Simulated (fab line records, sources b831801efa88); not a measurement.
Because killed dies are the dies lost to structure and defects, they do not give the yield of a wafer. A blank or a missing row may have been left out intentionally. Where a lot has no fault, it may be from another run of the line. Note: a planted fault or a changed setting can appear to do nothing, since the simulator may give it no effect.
Matching of chambers	flow sky130	SKY_SPACER_ETCHBACK_02 on rieDiel-02 has 4 sister chambers
The step etches Si3N4 in CH3F/O2, stops on SiO2, time 46.7 s, target depth 45 nm. 14 wafers are shown with their chamber, then 7 later ones without.

WAFERS PAIRED WITH THEIR CHAMBERS
wafer	chamber	drypumpMotorCurrentA (A)	chamberPressureMTorr (mTorr)	throttleValvePct (%)
L079.1	3	6.6	25.032	10.555
L079.3	1	5.6	24.957	10.545
L079.5	3	6.6	24.968	10.568
L082.1	2	5.5	24.998	10.561
L082.2	0	5.7	25.008	10.558
L082.5	2	5.5	25.011	10.558
L083.2	1	5.5	24.979	10.564
L083.4	3	6.6	25.021	10.559
L083.6	1	5.6	24.998	10.578
L088.1	0	5.7	25.019	10.553
L088.3	3	6.6	24.974	10.554
L088.4	1	5.7	24.986	10.553
L095.1	3	6.6	24.967	10.575
L095.4	0	5.7	25.054	10.540

SIGNATURES (means of the wafers above)
reading	chamber 0	chamber 1	chamber 2	chamber 3	scatter within a chamber
drypumpMotorCurrentA	5.700	5.600	5.500	6.600	0.0447
chamberPressureMTorr	25.02700	24.98000	25.00450	24.99240	0.0247
throttleValvePct	10.55033	10.56000	10.55950	10.56220	0.0106
Rule: for a wafer and a chamber, the distance is found by dividing, reading by reading, the gap between the wafer's reading and the chamber's mean by the reading's scatter, squaring, summing and taking the root. If the next closest chamber is less than 2 further off than the closest, the wafer can't be placed; otherwise it belongs to the closest. The scatter: the root of (the sum of the squares of (reading less its chamber's mean) over the shown wafers, divided by (wafers less chambers)).

WAFERS WHOSE CHAMBER IS MISSING
wafer	drypumpMotorCurrentA (A)	chamberPressureMTorr (mTorr)	throttleValvePct (%)
L095.6	5.6	25.042	10.568
L096.2	5.5	24.988	10.567
L096.4	5.6	25.012	10.565
L096.5	5.7	25.018	10.556
L097.1	5.6	25.015	10.557
L097.3	5.5	25.009	10.567
L097.6	5.7	25.046	10.558

CHAMBER TAKEN BY EACH
wafer	from the rows above	in truth
L095.6	can't be placed: 1 or 2 or 0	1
L096.2	can't be placed: 2 or 1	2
L096.4	can't be placed: 1 or 2 or 0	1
L096.5	0	0
L097.1	can't be placed: 1 or 2 or 0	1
L097.3	can't be placed: 2 or 1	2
L097.6	0	0
Correct placement for 2 of the 7. These rows do not allow placing 5 (true chamber among the candidates in 5). Wrongly placed: 0.
